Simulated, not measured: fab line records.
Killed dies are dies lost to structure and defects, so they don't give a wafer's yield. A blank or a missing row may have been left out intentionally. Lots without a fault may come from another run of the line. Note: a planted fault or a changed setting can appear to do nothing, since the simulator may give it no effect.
Struck lot and sound lot, side by side    flow sky130    14 out of 708 route steps
Sound: the wafers L761.1, L761.2, L761.6. Wafers struck: L770.2, L770.4, L770.5. The cause comes at the end.
For every step that has rows: the tool of each side, followed by ch and its chambers, followed by its first start. Under that, the readings that differ: sound wafers    struck wafers    difference of the means    sigmas: that difference in standard deviations of wafers without a fault.
alike: same words and numbers on both sides, and readings whose means sit less than 2 such deviations apart. not compared: any withheld reading, any reading some wafer has no value for, any bound like >300 that may hide the same value, and any number with overlapping values for which the record gives no deviation.
The two part at a step that has a row with sigmas, a row that says differs or no value, or rows on one side only. When numbers do not overlap yet have no deviation, they are printed without sigmas and do not part them. A reading that every wafer of one side lacks parts them only if that side has two wafers or more.

first, 2 steps without rows for these wafers: SKY_VT_ADJUST_LVTN_PEB_16; SKY_VT_ADJUST_LVTN_DEVELOP_17 (develop time 60 s).
SKY_VT_ADJUST_LVTN_OVL_MEAS_18:
  sound on overlay-02 at day 9 08:09; struck on overlay-02 at day 11 21:25
  alike: VT_ADJUST_LVTN_01_OVL
then, 1 step without rows for these wafers: SKY_VT_ADJUST_LVTN_IMPLANT_19.
SKY_VT_ADJUST_LVTN_STRIP_20: strips in O2/N2.
  sound on plasma_asher-01 ch 0,1, day 9 08:20; struck on plasma_asher-04 ch 1, day 11 21:35
reading                       sound              struck             difference  sigmas
strip_time_to_endpoint_s (s)  14.13 14.14 14.10  14.25 14.29 14.27  +0.15       +3
  alike: drypump_motor_current_A, oes_product_au
  not compared: rf_hours_counter_h
SKY_VT_ADJUST_LVTN_TW_MEAS_21:
  sound on film_metro-04 at day 9 08:26; struck on film_metro-02 at day 11 21:42
  alike: VT_ADJUST_LVTN_2_TW
then, 6 steps without rows for these wafers: SKY_VT_ADJUST_NCORE_DEHYDRATE_00 (time 60 s); SKY_VT_ADJUST_NCORE_HMDS_01 (prime time 60 s); SKY_VT_ADJUST_NCORE_COAT_02 (resist thk 1140 nm); SKY_VT_ADJUST_NCORE_SOFTBAKE_03 (time 60 s); SKY_VT_ADJUST_NCORE_EXPOSE_04 (exposes mask LVTN COMPLEMENT THIN, target cd 380 nm); SKY_VT_ADJUST_NCORE_PEB_05.
SKY_VT_ADJUST_NCORE_DEVELOP_06: develop time 60 s.
  sound on litho_track-04 ch 0, day 10 05:27; struck on litho_track-04, day 12 21:28
  no value came back on the struck wafers for chill_plate_temp_C (C), develop_time_s (s), exhaust_pa (Pa); on the sound wafers chill_plate_temp_C (C) reads 22.94 22.94 22.97
SKY_VT_ADJUST_NCORE_CD_MEAS_07: target cd 380 nm.
  sound on cd_sem-01 at day 10 05:36; struck on cd_sem-01 at day 12 21:37
reading     sound              struck  difference                     sigmas
cd_nm (nm)  379.6 380.6 378.7  - - -   no value on the struck wafers  

WHERE THEY PART
At SKY_VT_ADJUST_LVTN_STRIP_20 first; at SKY_VT_ADJUST_NCORE_CD_MEAS_07 last (within this record only).

WHY: the cause the simulator had injected
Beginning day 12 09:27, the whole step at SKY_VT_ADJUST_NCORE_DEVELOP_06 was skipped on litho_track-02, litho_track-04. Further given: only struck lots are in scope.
